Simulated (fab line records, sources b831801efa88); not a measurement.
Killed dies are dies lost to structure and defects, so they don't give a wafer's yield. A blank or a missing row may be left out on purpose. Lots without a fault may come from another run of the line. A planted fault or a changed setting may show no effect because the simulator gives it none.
One fault seen from 2 desks | flow gf180mcu | each desk has only its own numbers; what lay behind them comes last

THE TOOL OWNER'S DESK: plasma_asher-02
The tool's own readings at GF_M3_STRIP_17 (strips in O2/N2): means of the sampled wafers that have a number, for each lot that ran on this tool. A lot is out of limits, marked OUT, if its mean lies more than 4 standard deviations from the usual mean; the brackets give that distance.
Columns: A = drypump_motor_current_A at GF_M3_STRIP_17, usual 5.8 A; B = heater_power_w at GF_M3_STRIP_17, usual 316 W; C = oes_product_au at GF_M3_STRIP_17, usual 0.538 a.u.; D = strip_time_to_endpoint_s at GF_M3_STRIP_17, usual 7.40 s
lot  | first seen here | A   | B   | C     | D
L459 | day 21 08:20    | 5.6 | 306 | 0.539 | 7.44
L463 | day 22 20:02    | 5.6 | 311 | 0.535 | 7.36
L464 | day 23 05:27    | 5.6 | 305 | 0.538 | 7.44
L468 | day 24 10:54    | 5.6 | 304 | 0.539 | 7.36
L472 | day 25 22:34    | 5.6 | 306 | 0.535 | 7.38
This desk's finding: nothing out of limits on any of the 5 lots.

THE METROLOGY DESK
What the gauges read, lot by lot, whatever tool the lot ran on: means of the sampled wafers that have a number. A lot is out of limits, marked OUT, if its mean lies more than 4 standard deviations from the usual mean; the brackets give that distance.
Columns: A = PASSIVATION_CVD_00_THK at GF_PASSIVATION_THK_MEAS_01, usual 1006 nm
lot  | first seen here | A
L459 | day 28 03:26    | 1006
L461 | day 28 14:44    | 1017
L462 | day 29 04:20    | 1003
L463 | day 29 08:45    | 1010
L464 | day 29 14:56    | 1017
L465 | day 29 23:23    | 1008
L466 | day 30 08:01    | 1008
L467 | day 30 15:31    | 1001
L468 | day 30 15:32    | 995
L472 | day 31 22:58    | 999
L473 | day 32 04:23    | 1012
L477 | day 33 05:15    | 1005
This desk's finding: nothing out of limits on any of the 12 lots.

PUT TOGETHER
The tool owner's desk saw nothing out of limits.
The metrology desk saw nothing out of limits.

WHAT THE SIMULATOR HAD PUT IN
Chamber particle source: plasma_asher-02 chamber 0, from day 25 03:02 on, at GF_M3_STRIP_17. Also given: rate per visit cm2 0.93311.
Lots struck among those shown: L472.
